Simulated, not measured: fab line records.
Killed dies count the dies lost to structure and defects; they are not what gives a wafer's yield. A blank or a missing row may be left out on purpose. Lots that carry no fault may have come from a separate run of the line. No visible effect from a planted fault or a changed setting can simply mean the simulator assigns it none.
Matching of chambers -- flow gf180mcu -- GF_CONTACT_CMP_04 on cmp-02: 4 sister chambers
The step polishes SiO2. 8 wafers are shown with their chamber, then 8 later ones without.

== WAFERS, EACH WITH ITS CHAMBER ==
wafer,chamber,motor_current_A (A),time_to_endpoint_s (s)
L213.5,3,10.6,120
L214.1,2,13.6,108
L221.2,3,10.6,107
L221.4,1,12.3,116
L222.1,1,12.2,106
L222.3,0,12.1,105
L222.6,2,13.4,108
L230.1,0,12.4,108

== WAFERS WITH NO CHAMBER GIVEN ==
wafer,motor_current_A (A),time_to_endpoint_s (s)
L230.2,11.0,115
L230.5,12.8,121
L232.1,12.0,110
L232.3,13.4,112
L232.4,10.5,115
L234.1,11.2,118
L234.3,13.2,116
L234.4,12.1,126

== THE CHAMBER EACH PASSED THROUGH ==
wafer,from the rows above,in truth
L230.2,3,3
L230.5,can't be placed: 1 or 0 or 2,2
L232.1,can't be placed: 1 or 0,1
L232.3,2,2
L232.4,3,3
L234.1,3,3
L234.3,2,2
L234.4,can't be placed: 1 or 0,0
Correct placement for 5 of the 8. Cannot be placed on the basis of these rows: 3; the candidates contain the true chamber in 3. 0 placed wrongly.
How it was worked out, from the rows above alone: a wafer's distance from a chamber is the root of the sum, over the readings, of the square of ((its reading less the chamber's mean) divided by the reading's scatter). The wafer belongs to the nearest chamber; if the next one is less than 2 further off, it can't be placed. A chamber's mean is the mean of its shown wafers. The scatter is the square root of a quotient: the sum, over the shown wafers, of each reading's squared deviation from its chamber's mean, divided by wafers minus chambers.
